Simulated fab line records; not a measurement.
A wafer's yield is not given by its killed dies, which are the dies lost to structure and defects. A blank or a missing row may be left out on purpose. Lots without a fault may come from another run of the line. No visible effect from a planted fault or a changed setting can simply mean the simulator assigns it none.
fab line records | flow sky130
[record] lots = 5 wafers = 15 last_day = 50
route steps=708 shown METAL2@483 PAD_OPEN@708
lots that met no fault: from a run of the same line without faults
start_h: hours from the record's opening day to when the first of the lot's shown wafers began | wait_h: time in hours since the lot's previous step | " as in the row above | L1.1+2: several wafers, shown together as one row | - no value, or no start was given | * or withheld: withheld | < > ~ a bound
route shown NAME@n: a module of which the file shows steps, and the number in the route of the first | usual: mean/standard deviation of fault-free wafers | same: alike in all rows | chamber/n: place in a boat | sites: per-site readings | _std_site: standard deviation across them | _edge_site: mean of outer sites minus mean of inner sites | radius_mm: how far each site lies from the wafer's centre | mask NAME#n: copy n | behind: the most recent tool/chamber to have shaped the wafer | hold: why the lot was held/for how many hours/how that ended | device: whichever transistor did not switch (one of n, p or np) | end of line: the tests these same wafers got at the end of their route | for a step that has no rows: nothing shown but its recipe | killed: the dies lost at the first sort to structure and to defects; this is not the yield of the wafer | map: a wafer's dies, x killed, . not, _ none there
set.NAME: the run value of the setting; set.NAME@STEP: its run value at that earlier step | model.NAME: the simulator's own value behind a step, which no gauge read
a table for each step, a row for each wafer; lots at some steps of the route
services: the hour from which a tool's chamber was out of use, counted from the record's first day as start_h (under 0 if before that day), plus the number of hours and why
[[steps]]
[step SKY_METAL2_SPUTTER_00]
[recipe] material = Ti target_thk_nm = 15 power_w = 3000 time_s = 10 chamber_pressure_pa = 0.4
[usual] throttle_valve_pct = 29.5/1.1
// columns lot.wafer tool chamber start_h wait_h throttle_valve_pct
L604.4 pvd_sputter-01 - 822.73 0.1 29.6
L604.5 " - " " 29.6
L604.6 " - " " 31.1
L607.1 pvd_sputter-04 - 849.32 0.1 28.8
L607.3 " - " " 30.6
L607.5 " - " " 29.0
L616.1 pvd_sputter-04 - 921.49 0.1 29.7
L616.4 " - " " 29.3
L616.6 " - " " 28.7
L618.2 pvd_sputter-04 - 929.39 0.1 29.4
L618.3 " - " " 30.5
L618.6 " - " " 29.8
L623.2 pvd_sputter-01 - 971.94 0.2 30.6
L623.4 " - " " 30.9
L623.5 " - " " 29.8
[step SKY_METAL2_SPUTTER_01]
[recipe] material = TiN target_thk_nm = 20 power_w = 6500 time_s = 16.7 chamber_pressure_pa = 0.4
[step SKY_METAL2_SPUTTER_02]
[recipe] material = AlCu target_thk_nm = 250 power_w = 10600 time_s = 13.3 chamber_pressure_pa = 0.4
[usual] throttle_valve_pct = 29.5/1
// columns lot.wafer tool chamber start_h wait_h throttle_valve_pct
L604.4 pvd_sputter-01 - 822.78 0.0 29.6
L604.5 " - " " 29.5
L604.6 " - " " 31.0
L607.1 pvd_sputter-04 - 849.37 0.0 29.1
L607.3 " - " " 30.8
L607.5 " - " " 29.0
L616.1 pvd_sputter-04 - 921.54 0.0 29.3
L616.4 " - " " 29.2
L616.6 " - " " 29.1
L618.2 pvd_sputter-04 - 929.43 0.0 29.3
L618.3 " - " " 30.7
L618.6 " - " " 29.2
L623.2 pvd_sputter-01 - 971.99 0.0 30.5
L623.4 " - " " 31.0
L623.5 " - " " 29.8
[step SKY_METAL2_SPUTTER_03]
[recipe] material = Ti target_thk_nm = 5 power_w = 3000 time_s = 3.3 chamber_pressure_pa = 0.4
[usual] throttle_valve_pct = 29.5/1
// columns lot.wafer tool chamber start_h wait_h throttle_valve_pct
L604.4 pvd_sputter-01 - 822.80 0.0 29.5
L604.5 " - " " 29.4
L604.6 " - " " 31.2
L607.1 pvd_sputter-04 - 849.40 0.0 28.8
L607.3 " - " " 30.8
L607.5 " - " " 28.7
L616.1 pvd_sputter-04 - 921.56 0.0 29.5
L616.4 " - " " 29.1
L616.6 " - " " 28.8
L618.2 pvd_sputter-04 - 929.46 0.0 29.3
L618.3 " - " " 30.7
L618.6 " - " " 29.2
L623.2 pvd_sputter-01 - 972.02 0.0 30.6
L623.4 " - " " 31.2
L623.5 " - " " 29.9
[step SKY_METAL2_SPUTTER_04]
[recipe] material = TiN target_thk_nm = 70 power_w = 6500 time_s = 58.3 chamber_pressure_pa = 0.4
[usual] throttle_valve_pct = 29.5/1
// columns lot.wafer tool chamber start_h wait_h throttle_valve_pct
L604.4 pvd_sputter-01 - 822.82 0.0 29.6
L604.5 " - " " 29.6
L604.6 " - " " 30.8
L607.1 pvd_sputter-04 - 849.42 0.0 28.9
L607.3 " - " " 30.7
L607.5 " - " " 28.9
L616.1 pvd_sputter-04 - 921.58 0.0 29.3
L616.4 " - " " 29.4
L616.6 " - " " 28.5
L618.2 pvd_sputter-04 - 929.48 0.0 29.3
L618.3 " - " " 30.6
L618.6 " - " " 29.4
L623.2 pvd_sputter-01 - 972.03 0.0 30.5
L623.4 " - " " 30.8
L623.5 " - " " 30.0
[step SKY_METAL2_RS_MEAS_05]
[recipe] thk_meas_gauge = four-point-probe reads = TiN_of_METAL2_SPUTTER_04+Ti_of_METAL2_SPUTTER_03+AlCu_of_METAL2_SPUTTER_02+TiN_of_METAL2_SPUTTER_01+Ti_of_METAL2_SPUTTER_00
[usual] METAL2_ALCU_RS = 0.1262/0.0015
// columns lot.wafer tool chamber start_h wait_h METAL2_ALCU_RS[ohm/sq]
L604.4 film_metro-03 - 822.93 0.1 0.1245
L604.5 " - " " 0.1263
L604.6 " - " " 0.1249
L607.1 film_metro-03 - 849.46 0.0 0.1268
L607.3 " - " " 0.1279
L607.5 " - " " 0.1270
L616.1 film_metro-02 - 921.63 0.0 0.1250
L616.4 " - " " 0.1249
L616.6 " - " " 0.1239
L618.2 film_metro-02 - 929.55 0.0 0.1272
L618.3 " - " " 0.1292
L618.6 " - " " 0.1270
L623.2 film_metro-02 - 972.10 0.0 0.1246
L623.4 " - " " 0.1246
L623.5 " - " " 0.1269
[step SKY_METAL2_THK_MEAS_06]
[recipe] thk_meas_gauge = xrf reads = AlCu_of_METAL2_SPUTTER_02
[usual] METAL2_ALCU_THK = 254/3.1
// columns lot.wafer tool chamber start_h wait_h METAL2_ALCU_THK[nm]
L604.4 film_metro-03 - 823.02 0.1 256
L604.5 " - " " 253
L604.6 " - " " 255
L607.1 film_metro-03 - 849.58 0.1 256
L607.3 " - " " 251
L607.5 " - " " 252
L616.1 film_metro-02 - 921.75 0.1 256
L616.4 " - " " 256
L616.6 " - " " 258
L618.2 film_metro-02 - 929.66 0.1 252
L618.3 " - " " 248
L618.6 " - " " 251
L623.2 film_metro-02 - 972.21 0.1 256
L623.4 " - " " 257
L623.5 " - " " 249
[step SKY_METAL2_DEHYDRATE_07]
[recipe] temp_c = 200 time_s = 60
[step SKY_METAL2_HMDS_08]
[recipe] prime_time_s = 60 prime_temp_c = 120
[step SKY_METAL2_COAT_09]
[recipe] resist = BARC temp_c = withheld time_s = withheld spin_rpm = 3000 resist_thk_nm = 60
[step SKY_METAL2_COAT_10]
[recipe] resist = KrF-thick spin_rpm = 3000 resist_thk_nm = 450
[step SKY_METAL2_SOFTBAKE_11]
[recipe] temp_c = 100 time_s = 90 resist = KrF-thick
[step SKY_METAL2_EXPOSE_12]
[recipe] mask_id = MM2 na = 0.8 source_shape = annular sigma_inner = 0.55 sigma_outer = 0.85 target_cd_nm = 140 dose_mj = 28
// columns lot.wafer tool chamber start_h wait_h mask
L604.4+5+6 krf_scanner-01 0 836.22 - MM2#0
L607.1+3+5 krf_scanner-01 0 863.12 - MM2#0
L616.1+4+6 krf_scanner-01 0 934.64 - MM2#0
L618.2+3+6 krf_scanner-02 0 941.73 - MM2#0
L623.2+4+5 krf_scanner-02 0 984.96 - MM2#0
[step SKY_METAL2_PEB_13]
[recipe] peb_temp_c = withheld peb_time_s = withheld resist = KrF-thick
[step SKY_METAL2_DEVELOP_14]
[recipe] develop_time_s = 60 resist = KrF-thick dev_temp_c = 21
[step SKY_METAL2_CD_MEAS_15]
[recipe] target_cd_nm = 140
[usual] cd_nm = 139.5/1.4
// columns lot.wafer tool chamber start_h wait_h cd_nm
L604.4 cd_sem-01 - 849.83 - 139.9
L604.5 " - " " 141.3
L604.6 " - " " 140.7
L607.1 cd_sem-02 - 876.91 - 139.4
L607.3 " - " " 139.0
L607.5 " - " " 138.9
L616.1 cd_sem-02 - 946.47 - 141.7
L616.4 " - " " 142.2
L616.6 " - " " 143.9
L618.2 cd_sem-02 - 953.83 - 139.3
L618.3 " - " " 141.1
L618.6 " - " " 142.0
L623.2 cd_sem-02 - 996.39 - 140.2
L623.4 " - " " 138.8
L623.5 " - " " 139.8
[step SKY_METAL2_OVL_MEAS_16]
[usual] METAL2_OVL = 0/6.1
// columns lot.wafer tool chamber start_h wait_h METAL2_OVL[nm]
L604.4 overlay-01 - 849.91 0.1 1
L604.5 " - " " 12
L604.6 " - " " 1
L607.1 overlay-02 - 877.03 0.1 -2
L607.3 " - " " 1
L607.5 " - " " 4
L616.1 overlay-02 - 946.59 0.1 -1
L616.4 " - " " -4
L616.6 " - " " -5
L618.2 overlay-01 - 953.94 0.1 1
L618.3 " - " " -14
L618.6 " - " " 1
L623.2 overlay-02 - 996.50 0.1 6
L623.4 " - " " 0
L623.5 " - " " -1
[step SKY_METAL2_DESCUM_17]
[recipe] chemistry = O2 source_power_w = 150 bias_power_w = 0 pressure_mtorr = 10 temp_c = 40 time_s = 8
[usual] drypump_motor_current_A = 5.7/0.35 oes_product_au = 1.004/0.011
// columns lot.wafer tool chamber start_h wait_h drypump_motor_current_A oes_product_au rf_hours_counter_h model.METAL2.cd_nm
L604.4 rie_metal-04 0 849.94 0.0 5.5 1.002 - 139.6
L604.5 " 1 " " 5.2 0.999 - 140.5
L604.6 " 0 " " 5.4 1.021 - 139.8
L607.1 rie_metal-04 0 877.06 0.0 5.4 1.010 12 138.4
L607.3 " 1 " " 5.2 0.995 - 138.6
L607.5 " 1 " " 5.2 0.989 - 138.3
L616.1 rie_metal-03 1 946.63 0.0 6.3 0.993 8 141.8
L616.4 " 0 " " 5.5 0.993 - 142.1
L616.6 " 1 " " 6.3 1.006 - 143.5
L618.2 rie_metal-03 1 953.97 0.0 6.3 1.004 9 139.1
L618.3 " 1 " " 6.3 0.997 - 140.4
L618.6 " 1 " " 6.3 0.997 - 141.5
L623.2 rie_metal-04 0 996.53 0.0 5.5 1.018 17 139.7
L623.4 " 1 " " 5.2 0.983 - 138.4
L623.5 " 1 " " 5.1 0.994 - 139.7
[step SKY_METAL2_ETCH_18]
[recipe] chemistry = N2/H2 target = BARC ion_energy_ev = 200 bias_w = 100 pressure_mtorr = 30 n2_flow_sccm = 100 h2_flow_sccm = 200 icp_w = 500 stop_on = SiO2 time_s = 45.9 target_depth_a = 600
[usual] drypump_motor_current_A = 5.7/0.35 h2_flow_sccm = 200.0/0.58 oes_product_au = 0.855/0.005 throttle_valve_pct = 13.225/0.0087
// columns lot.wafer tool chamber start_h wait_h drypump_motor_current_A h2_flow_sccm oes_product_au rf_hours_counter_h throttle_valve_pct model.METAL2.cd_nm
L604.4 rie_metal-04 0 849.98 0.0 5.5 199.9 0.857 - 13.201 140
L604.5 " 1 " " 5.2 199.4 0.851 - 13.222 140.6
L604.6 " 0 " " 5.4 200.0 0.850 - 13.209 140.1
L607.1 rie_metal-04 0 877.10 0.0 5.5 200.3 0.851 13 13.223 138.7
L607.3 " 1 " " 5.2 199.6 0.860 - 13.231 138.7
L607.5 " 1 " " 5.2 199.9 0.864 - 13.229 138.5
L616.1 rie_metal-03 1 946.66 0.0 6.3 200.4 0.852 8 13.235 141.8
L616.4 " 0 " " 5.5 200.9 0.859 - 13.226 142
L616.6 " 1 " " 6.3 200.5 0.853 - 13.219 143.3
L618.2 rie_metal-03 1 954.00 0.0 6.3 200.6 0.852 9 13.221 138.8
L618.3 " 1 " " 6.3 200.5 0.852 - 13.221 140.3
L618.6 " 1 " " 6.3 200.2 0.845 - 13.222 141.1
L623.2 rie_metal-04 0 996.56 0.0 5.4 199.7 0.853 17 13.230 140.2
L623.4 " 1 " " 5.1 199.0 0.859 - 13.221 137.8
L623.5 " 1 " " 5.2 199.5 0.860 - 13.211 139.2
[step SKY_METAL2_METAL_ETCH_19]
[recipe] target_depth_a = 3600 stop_on = SiO2 over_etch_frac = 0.3 time_s = 78 chemistry = Cl2/BCl3 resist_sidewall_deg = 88 pressure_mtorr = 10 icp_w = 900 bias_w = 48.5 Cl2_flow_sccm = 60 bcl3_flow_sccm = 30
[usual] drypump_motor_current_A = 5.7/0.34 oes_product_au = 0.856/0.006 throttle_valve_pct = 22.265/0.0094
// columns lot.wafer tool chamber start_h wait_h drypump_motor_current_A oes_product_au rf_hours_counter_h throttle_valve_pct
L604.4 rie_metal-04 0 850.05 0.1 5.4 0.862 - 22.267
L604.5 " 1 " " 5.2 0.853 - 22.267
L604.6 " 0 " " 5.4 0.856 - 22.256
L607.1 rie_metal-04 0 877.16 0.0 5.5 0.851 13 22.254
L607.3 " 1 " " 5.2 0.845 - 22.269
L607.5 " 1 " " 5.2 0.855 - 22.274
L616.1 rie_metal-03 1 946.72 0.0 6.3 0.858 8 22.270
L616.4 " 0 " " 5.5 0.861 - 22.264
L616.6 " 1 " " 6.3 0.862 - 22.246
L618.2 rie_metal-03 1 954.06 0.0 6.3 0.854 9 22.266
L618.3 " 1 " " 6.3 0.838 - 22.265
L618.6 " 1 " " 6.3 0.853 - 22.267
L623.2 rie_metal-04 0 996.62 0.0 5.5 0.863 17 22.254
L623.4 " 1 " " 5.2 0.866 - 22.264
L623.5 " 1 " " 5.2 0.850 - 22.265
[step SKY_PAD_OPEN_PROBE_99]
[usual] defect_limited_yield = 82.3/1.8 killed_at_M0_to_M3 = 43/6 killed_at_M4_up = 3.2/1.9 killed_at_contacts = 25/5.4 killed_at_front_end = 15/4.5 killed_at_other = 0.3/0.59 killed_dies = 87/8.7 killed_open = 47/6.7 killed_short = 39/5.7 sort_bin_3_pad_short = 0.9/0.43 sort_bin_5_function = 10.4/1.4 sort_bin_6_memory = 6.4/1.2 sort_n_pass = 405/8.7 sort_yield_pct = 82.3/1.8
[same] gross_dies = 492 killed_at_back_side = 0 sort_bin_4_leakage[%] = 0 sort_bin_8_speed[%] = 0
// columns lot.wafer tool chamber start_h wait_h defect_limited_yield[%] killed_at_M0_to_M3 killed_at_M4_up killed_at_contacts killed_at_front_end killed_at_other killed_dies killed_open killed_short sort_bin_3_pad_short[%] sort_bin_5_function[%] sort_bin_6_memory[%] sort_n_pass sort_yield_pct[%]
L604.4 prober-02 - 1102.84 0.2 82.5 42 9 19 15 1 86 49 37 0.2 11.2 6.1 406 82.5
L604.5 prober-02 - 1102.89 0.2 82.1 45 3 26 14 0 88 43 44 1.0 10.0 6.9 404 82.1
L604.6 prober-02 - 1102.94 0.2 84.1 37 3 20 17 1 78 42 36 0.2 8.1 7.5 414 84.1
L607.3 prober-01 - 1120.74 0.2 85.4 45 3 15 9 0 72 34 38 0.8 8.1 5.7 420 85.4
L616.1 prober-02 - 1176.09 0.1 83.3 47 3 15 17 0 82 48 34 1.6 8.9 6.1 410 83.3
L616.4 prober-02 - 1176.24 0.2 83.1 38 3 30 12 0 83 43 40 1.0 9.8 6.1 409 83.1
L616.6 prober-02 - 1176.34 0.2 82.5 36 4 32 12 2 86 48 36 0.6 10.2 6.7 406 82.5
L618.2 prober-02 - 1179.08 0.1 87.0 37 0 20 7 0 64 34 30 0.8 6.9 5.3 428 87.0
L618.3 prober-02 - 1179.13 0.2 80.9 48 2 27 17 0 94 53 41 0.8 9.8 8.5 398 80.9
L618.6 prober-02 - 1179.28 0.2 82.5 35 4 31 16 0 86 44 42 1.8 9.1 6.5 406 82.5
// killed by level:class
L604.4 CONTACT:geometric_particle:open=11 VIA1:geometric_particle:open=10 VIA2:geometric_particle:open=7 METAL4:geometric_particle:short=6 VIA1:geometric_particle:short=5 CONTACT:geometric_particle:short=4 METAL1:geometric_particle:open=4 FIELD_ISO:geometric_particle:short=3
L604.5 VIA1:geometric_particle:open=11 CONTACT:geometric_particle:open=7 CONTACT:geometric_particle:short=6 VIA1:geometric_particle:short=6 VIA3:geometric_particle:open=5 POLY_GATE:geometric_particle:short=5 LI_CONTACT:geometric_particle:short=4 LI_CONTACT:geometric_particle:open=4
L604.6 VIA1:geometric_particle:open=8 VIA2:geometric_particle:open=8 CONTACT:geometric_particle:open=7 METAL1:geometric_particle:short=6 POLY_GATE:geometric_particle:short=5 METAL2:geometric_particle:short=5 FIELD_ISO:geometric_particle:short=4 FIELD_ISO:geometric_particle:open=4
L607.3 VIA1:geometric_particle:open=11 METAL2:geometric_particle:short=8 CONTACT:geometric_particle:open=6 METAL1:geometric_particle:short=5 METAL3:geometric_particle:short=5 VIA1:geometric_particle:short=4 LI_CONTACT:geometric_particle:open=3 LOCAL_INTERCONNECT:geometric_particle:short=3
L616.1 VIA1:geometric_particle:open=14 LI_CONTACT:geometric_particle:open=6 FIELD_ISO:geometric_particle:open=5 VIA2:geometric_particle:open=5 VIA3:geometric_particle:open=5 LOCAL_INTERCONNECT:geometric_particle:short=4 VIA2:geometric_particle:short=4 METAL1:geometric_particle:short=4
L616.4 CONTACT:geometric_particle:open=11 CONTACT:geometric_particle:short=10 VIA1:geometric_particle:open=10 LI_CONTACT:geometric_particle:open=6 FIELD_ISO:geometric_particle:short=5 VIA2:geometric_particle:short=5 VIA2:geometric_particle:open=5 METAL1:geometric_particle:short=4
L616.6 CONTACT:geometric_particle:open=15 VIA1:geometric_particle:open=9 POLY_GATE:geometric_particle:open=6 LI_CONTACT:geometric_particle:open=5 LOCAL_INTERCONNECT:geometric_particle:short=5 CONTACT:geometric_particle:short=5 VIA1:geometric_particle:short=5 VIA2:geometric_particle:open=5
L618.2 CONTACT:geometric_particle:open=7 VIA1:geometric_particle:open=7 METAL1:geometric_particle:short=6 VIA3:geometric_particle:open=6 CONTACT:geometric_particle:short=5 VIA2:geometric_particle:open=5 FIELD_ISO:geometric_particle:short=4 LI_CONTACT:geometric_particle:short=3
L618.3 CONTACT:geometric_particle:open=10 METAL2:geometric_particle:short=9 METAL1:geometric_particle:open=8 VIA1:geometric_particle:open=7 LI_CONTACT:geometric_particle:short=6 VIA3:geometric_particle:open=6 VIA2:geometric_particle:open=6 METAL1:geometric_particle:short=5
L618.6 CONTACT:geometric_particle:short=9 LI_CONTACT:geometric_particle:open=8 CONTACT:geometric_particle:open=8 VIA1:geometric_particle:open=7 METAL3:geometric_particle:short=6 METAL1:geometric_particle:short=6 FIELD_ISO:geometric_particle:short=5 VIA3:geometric_particle:open=4
[[services]]
// columns tool chamber start_h hours kind
krf_scanner-01 - 802.96 1.0 pm
krf_scanner-01 - 807.23 0.5 repair
krf_scanner-02 - 833.74 0.8 pm
krf_scanner-02 - 836.14 0.8 pm
rie_metal-04 - 842.63 0.7 repair
krf_scanner-02 - 844.14 1.3 pm
pvd_sputter-01 - 853.43 13.4 repair
krf_scanner-02 - 862.43 1.0 pm
krf_scanner-02 0 863.82 - calibration
rie_metal-04 0 882.02 5.4 repair
krf_scanner-02 - 888.61 4.4 pm
krf_scanner-02 - 897.02 0.3 repair
krf_scanner-01 - 900.54 0.8 pm
krf_scanner-01 - 916.35 1.3 pm
krf_scanner-02 - 919.18 0.3 repair
krf_scanner-01 0 919.60 - calibration
pvd_sputter-01 - 921.39 1.7 repair
krf_scanner-01 - 942.21 36.0 pm
rie_metal-04 - 950.01 14.6 pm
pvd_sputter-01 - 967.40 4.0 repair
krf_scanner-01 - 978.21 1.0 pm
[[key]]
[first_sign] step = SKY_METAL2_CD_MEAS_15 reading = cd_nm direction = up sigmas = 2.2 usual = 139.5 struck = 142.6 through = control_loop
effect none on later readings
[model_effect] step = SKY_METAL2_DESCUM_17 value = METAL2.cd_nm without = 139.7 struck = 142.5
[model_effect] step = SKY_METAL2_ETCH_18 value = METAL2.cd_nm without = 139.6 struck = 142.4
met_at SKY_METAL2_EXPOSE_12
struck_wafers L616.1,L616.4,L616.6
[loop_trim] step = SKY_METAL2_EXPOSE_12 setting = dose lots = L616
onset_between 863.12 934.64
[fault] kind = process_parameter_drift tool = krf_scanner-01 chamber = - onset_h = 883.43 steps = SKY_METAL2_EXPOSE_12 channel = dose_mj offset = -0.63181 shape = step acts_in = these_recipes_only stated = 28
// loop_trim: a control loop set the setting to another value than it would have without faults
